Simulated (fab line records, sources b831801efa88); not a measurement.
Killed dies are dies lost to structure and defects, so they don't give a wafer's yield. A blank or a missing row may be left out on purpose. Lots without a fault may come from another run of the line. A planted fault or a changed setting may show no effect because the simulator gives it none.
Which tool did it? | flow sky130 | 11 lots, 33 wafers sampled, at 1 step of a route of 708

WHAT THE GAUGES READ, wafer by wafer
SKY_VIA3_CD_MEAS_12: target cd 200 nm.
lot  | measured     | on        | cd_nm (nm)
L521 | day 39 07:08 | cd_sem-01 | 200.3 200.9 199.8
L522 | day 39 15:30 | cd_sem-01 | 199.2 198.5 200.5
L523 | day 39 22:13 | cd_sem-01 | 199.3 199.6 199.9
L525 | day 40 10:58 | cd_sem-01 | 201.2 200.7 202.7
L526 | day 42 04:02 | cd_sem-02 | 199.5 201.6 199.2
L531 | day 42 09:06 | cd_sem-02 | 198.7 201.4 199.4
L530 | day 42 14:03 | cd_sem-02 | 201.5 201.2 201.0
L533 | day 43 02:50 | cd_sem-01 | 199.0 200.4 200.7
L535 | day 44 00:16 | cd_sem-01 | 200.7 199.9 201.2
L536 | day 44 14:41 | cd_sem-01 | 202.3 200.3 202.3
L543 | day 46 04:03 | cd_sem-02 | 201.7 202.8 202.6

WHICH TOOL RAN EACH LOT (tool, then ch and the chambers of the sampled wafers, then the start)
The record holds no process step before these readings.

THE ANSWER, worked out from the rows above alone
Rule: what is usual is taken from the lots themselves. Put in order of their means at a reading, lots are off if they are a third of the lots or fewer, leave a main group of 4 or more, and stand apart from it by a gap of 3 or more times the standard deviation of the main group's means; of several such gaps the widest counts. A main group whose means are all the same, to the digits that the tables above print for the reading, isn't used. A lot without any number at a reading at which 4 lots or more have one is off too. The other lots that the step has rows for count as sound.
No lot is off at any reading shown: from this, nothing can be told.

WHAT THE SIMULATOR HAD PUT IN
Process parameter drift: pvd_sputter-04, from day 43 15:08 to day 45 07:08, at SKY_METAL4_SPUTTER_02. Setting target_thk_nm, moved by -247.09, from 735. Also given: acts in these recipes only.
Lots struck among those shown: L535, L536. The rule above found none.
